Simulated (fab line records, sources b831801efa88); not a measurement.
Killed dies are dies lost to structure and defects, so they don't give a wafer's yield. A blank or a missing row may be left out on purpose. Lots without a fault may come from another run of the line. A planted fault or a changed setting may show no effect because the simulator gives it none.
Split-lot experiment | flow gf180mcu | 5 lots, 27 wafers read, on a route of 602 steps

THE SPLIT
At GF_TOP_METAL_SPUTTER_02 (material AlCu, target thk 900 nm, time 47.82 s), the setting time_s was moved away from the recipe's 47.82 s on 12 of the 27 wafers read, by -58.9% to +27.9%. The other wafers ran this setting at the recipe's value.

FROM THE SPLIT TO THE READING: what the file shows between them, 6 steps
- GF_TOP_METAL_SPUTTER_03: material Ti, target thk 5 nm, time 3.3 s
- GF_TOP_METAL_SPUTTER_04: material TiN, target thk 25 nm, time 20.8 s
- GF_TOP_METAL_RS_MEAS_05: measures by four-point-probe
- GF_TOP_METAL_THK_MEAS_06: measures by xrf
- GF_TOP_METAL_DEHYDRATE_07: time 60 s
- GF_TOP_METAL_HMDS_08: prime time 60 s

THE READING
oes_product_au, in a.u., at GF_TOP_METAL_METAL_ETCH_16 (etches the open film in Cl2/BCl3, stops on SiO2, target depth 1077.5 nm, time 179.6 s). Fault-free wafers of this fab line usually give 0.964 a.u., standard deviation 0.0063 a.u..

wafer  | tool, chamber at the split | time_s as run, s | against the recipe | oes_product_au, a.u. | against lot-mates on the recipe
L075.1 | pvd_sputter-04, -          | 38.18            | -20.2%             | 0.862                | -0.103
L075.2 | pvd_sputter-04, -          | 47.82            | recipe             | 0.965                | -
L075.3 | pvd_sputter-04, -          | 38.18            | -20.2%             | 0.858                | -0.107
L075.4 | pvd_sputter-04, -          | 47.82            | recipe             | 0.965                | -
L075.5 | pvd_sputter-04, -          | 38.18            | -20.2%             | 0.859                | -0.106
L075.6 | pvd_sputter-04, -          | 47.82            | recipe             | 0.966                | -
L077.1 | pvd_sputter-03, -          | 47.82            | recipe             | 0.954                | -
L077.2 | pvd_sputter-03, -          | 61.17            | +27.9%             | 1.010                | +0.053
L077.3 | pvd_sputter-03, -          | 61.17            | +27.9%             | 1.018                | +0.061
L077.4 | pvd_sputter-03, -          | 61.17            | +27.9%             | 0.987                | +0.030
L077.5 | pvd_sputter-03, -          | 47.82            | recipe             | 0.956                | -
L077.6 | pvd_sputter-03, -          | 47.82            | recipe             | 0.961                | -
L076.1 | pvd_sputter-04, -          | 19.66            | -58.9%             | 0.668                | -0.301
L076.2 | pvd_sputter-04, -          | 19.66            | -58.9%             | 0.657                | -0.312
L076.3 | pvd_sputter-04, -          | 19.66            | -58.9%             | 0.671                | -0.298
L076.4 | pvd_sputter-04, -          | 47.82            | recipe             | 0.970                | -
L076.5 | pvd_sputter-04, -          | 47.82            | recipe             | 0.975                | -
L076.6 | pvd_sputter-04, -          | 47.82            | recipe             | 0.961                | -
L082.2 | pvd_sputter-04, -          | 47.82            | recipe             | 0.974                | -
L082.3 | pvd_sputter-04, -          | 47.82            | recipe             | 0.972                | -
L082.4 | pvd_sputter-04, -          | 47.82            | recipe             | 0.964                | -
L084.1 | pvd_sputter-03, -          | 47.82            | recipe             | 0.971                | -
L084.2 | pvd_sputter-03, -          | 25.95            | -45.7%             | 0.726                | -0.237
L084.3 | pvd_sputter-03, -          | 47.82            | recipe             | 0.964                | -
L084.4 | pvd_sputter-03, -          | 47.82            | recipe             | 0.954                | -
L084.5 | pvd_sputter-03, -          | 25.95            | -45.7%             | 0.723                | -0.240
L084.6 | pvd_sputter-03, -          | 25.95            | -45.7%             | 0.716                | -0.247

THE FIT
A straight line over all 27 wafers: oes_product_au changes by +0.00446 a.u. for each +1% of time_s; r = +0.97; the points scatter about the line by 0.03 a.u..
The same after taking each lot's own level away (the mean of its wafers on the recipe; 27 wafers): +0.00454 a.u. for each +1%; r = +0.97; scatter 0.027 a.u..
On that fit, the largest move of time_s shifts the reading by 0.27 a.u..
The lots' own levels span 0.9570 to 0.9700 a.u., that is 2.1 times the standard deviation above.
So the lot-to-lot level changes the slope little: the two slopes agree.
Check: with one of the wafers moved furthest among these (-58.9%) left out of the fit, the line predicts -0.282 a.u. for it against its lot-mates. It came out at -0.301 a.u. against them.

OTHER SPLITS ON THESE WAFERS
These wafers also went through other splits before the reading. Each is held against what the fit with the lots' levels taken away leaves over:
other split on the same wafers | wafers away from the commonest value | r with oes_product_au (lot level and that fit taken away)
GF_MIM_SPUTTER_09 time_s       | 12                                   | -0.11

THE WHOLE CHAIN: every reading that the file lists as answering this split, in the file's order
step                       | what it does                                                                          | reading                                                                              | change (the file's fit)                  | r (the file's)
GF_TOP_METAL_SPUTTER_02    | material AlCu, target thk 900 nm, time 47.82 s                                        | AlCu_of_TOP_METAL_SPUTTER_02.thk_nm (the simulator's own value, which no gauge read) | +9.01 nm for each +1% of the setting     | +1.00
GF_TOP_METAL_RS_MEAS_05    | measures by four-point-probe                                                          | TOP_METAL_ALCU_RS                                                                    | -0.00066 for each +1% of the setting     | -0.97
GF_TOP_METAL_THK_MEAS_06   | measures by xrf                                                                       | TOP_METAL_ALCU_THK                                                                   | +9.07 for each +1% of the setting        | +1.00
GF_TOP_METAL_METAL_ETCH_16 | etches the open film in Cl2/BCl3, stops on SiO2, target depth 1077.5 nm, time 179.6 s | oes_product_au                                                                       | +0.0048 a.u. for each +1% of the setting | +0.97

THE FILE'S OWN FIT
oes_product_au changes by +0.0048 a.u. for each +1% of time_s, r = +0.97.
